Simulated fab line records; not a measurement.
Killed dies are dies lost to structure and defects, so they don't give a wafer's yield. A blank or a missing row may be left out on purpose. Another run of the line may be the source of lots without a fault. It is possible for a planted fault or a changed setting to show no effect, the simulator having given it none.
Struck lot and sound lot, side by side	flow sky130	29 steps out of a route of 708
Sound: wafers L562.2, L562.4, L562.6. The struck wafers were L554.2, L554.3, L554.6. The cause is named last.
For every step that has rows: the tool of each side, followed by ch and its chambers, followed by its first start. Under that, the readings that differ: sound wafers	struck wafers	difference of the means	sigmas: that difference in standard deviations of wafers without a fault.
alike: same words and numbers on both sides, and readings whose means sit less than 2 such deviations apart. not compared: any withheld reading, any reading some wafer has no value for, any bound like >300 that may hide the same value, and any number with overlapping values for which the record gives no deviation.
Wherever a step has rows on one side only, a row that says differs or no value, or a row with sigmas, the two part there. Non-overlapping numbers with no deviation appear without sigmas and do not part them. A reading that every wafer of one side lacks parts them only if that side has two wafers or more.

first, 8 steps without rows for these wafers: SKY_LOCAL_INTERCONNECT_ETCH_13 (etches BARC in N2/H2, stops on SiO2, time 45.9 s, target depth 60 nm); SKY_LOCAL_INTERCONNECT_METAL_ETCH_14 (etches TiN in Cl2/BCl3, stops on PSG, target depth 110 nm, time 31.4 s); SKY_LOCAL_INTERCONNECT_STRIP_15 (strips in O2/N2); SKY_LOCAL_INTERCONNECT_STRIP_16 (strips in post etch residue remover, time 1200 s); SKY_LOCAL_INTERCONNECT_CLEAN_17 (cleans in IPA, time 180 s); SKY_LOCAL_INTERCONNECT_CLEAN_18 (cleans in O3/DIW); SKY_CONTACT_CVD_00 (deposits Si3N4, target thk 75 nm); SKY_CONTACT_HDPCVD_02 (deposits SiO2, target thk 565 nm, time 94.2 s).
SKY_CONTACT_CMP_04: polishes SiO2.
  sound on cmp-02 ch 0,1,2, day 37 21:54; struck on cmp-02 ch 1,2,3, day 35 09:29
  no value came back on the struck wafers for any of 5 readings (edge-zone-pressure-frac, head-pressure-psi (psi) and others); on the sound wafers edge-zone-pressure-frac reads 1.000 1.000 0.996
reading	sound	struck	difference	sigmas
model.SiO2_of_CONTACT_HDPCVD_02.thk-nm (nm)	339.7 340.7 340.2	562.8 566.3 562.6	+223.7	
SKY_CONTACT_BOW_MEAS_05:
  sound: film-metro-03 at day 37 22:07; struck: film-metro-03 at day 35 09:43
reading	sound	struck	difference	sigmas
CONTACT_BOW (um)	75 86 78	107 97 102	+22	+4
then, 9 steps without rows for these wafers: SKY_CONTACT_DEHYDRATE_06 (time 60 s); SKY_CONTACT_HMDS_07 (prime time 60 s); SKY_CONTACT_COAT_08 (resist thk 60 nm); SKY_CONTACT_COAT_09 (resist thk 457.5 nm); SKY_CONTACT_SOFTBAKE_10 (time 90 s); SKY_CONTACT_EXPOSE_11 (exposes mask CTM1, target cd 170 nm); SKY_CONTACT_PEB_12; SKY_CONTACT_DEVELOP_13 (develop time 60 s); SKY_CONTACT_ETCH_16 (etches BARC in N2/H2, stops on SiO2, time 45.9 s, target depth 60 nm).
SKY_CONTACT_ETCH_17: etches SiO2 in C4F8/O2/Ar, stops on Si3N4, target depth 340 nm.
  sound on rie-diel-02 ch 0,1,2, day 38 23:49; struck on rie-diel-01 ch 0,2, day 36 11:40
reading	sound	struck	difference	sigmas
oes-product-au (a.u.)	0.893 0.894 0.891	1.574 1.613 1.607	+0.705	+99 or more
model.CONTACT.feature-depth-nm (nm)	339.7 340.7 340.2	395.6 404.3 404.1	+61.1	
model.etch.depth-nm (nm)	339.7 340.7 340.2	395.6 404.3 404.1	+61.1	
  alike: rf-fwd-power-W
then, 7 steps without rows for these wafers: SKY_CONTACT_ETCH_18 (etches Si3N4 in CHF3/O2, stops on TiN, time 39 s, target depth 75 nm); SKY_CONTACT_STRIP_19 (strips in O2/N2); SKY_CONTACT_STRIP_20 (strips in post etch residue remover, time 1200 s); SKY_CONTACT_CLEAN_21 (cleans in IPA, time 180 s); SKY_CONTACT_CLEAN_22 (cleans in O3/DIW); SKY_CONTACT_SPUTTER_23 (material TiN, target thk 20 nm, time 80 s); SKY_CONTACT_CVD_24 (deposits W, target thk 340 nm, time 102.12 s).
SKY_CONTACT_CMP_27: polishes, stops on SiO2, t overpolish 15 s, target thk 0 nm.
  sound on cmp-02 ch 0,1,3, day 39 00:54; struck on cmp-01 ch 0,2,3, day 36 12:49
reading	sound	struck	difference	sigmas
model.SiO2_of_CONTACT_HDPCVD_02.thk-nm (nm)	336.5 337.5 337	559.6 563.2 559.4	+223.7	
  alike: edge-zone-pressure-frac, head-pressure-psi, motor-current-A, slurry-filter-dp-kPa
-- the record jumps here: 13 days lie between the struck wafers' starts before and after (it left off in module CONTACT and takes up again in module PAD_OPEN, whose first step shown is number 708 of the route) --
SKY_PAD_OPEN_PROBE_99:
  sound: prober-01 at day 51 03:13; struck: prober-02 at day 49 10:12
reading	sound	struck	difference	sigmas
killed-at-contacts	17 27 22	416 415 437	+401	+74
killed-at-front-end	16 7 8	25 18 17	+10	+2
killed-dies	82 82 82	492 492 492	+410	+44
killed-on-rim	21 17 13	96 96 96	+79	+21
  alike: killed_at_M0_to_M3, killed_at_M4_up, killed-at-other, killed-open, killed-short

== WHERE THEY PART ==
First at SKY_CONTACT_CMP_04; last, within this record, at SKY_PAD_OPEN_PROBE_99.

WHY: the cause the simulator had injected
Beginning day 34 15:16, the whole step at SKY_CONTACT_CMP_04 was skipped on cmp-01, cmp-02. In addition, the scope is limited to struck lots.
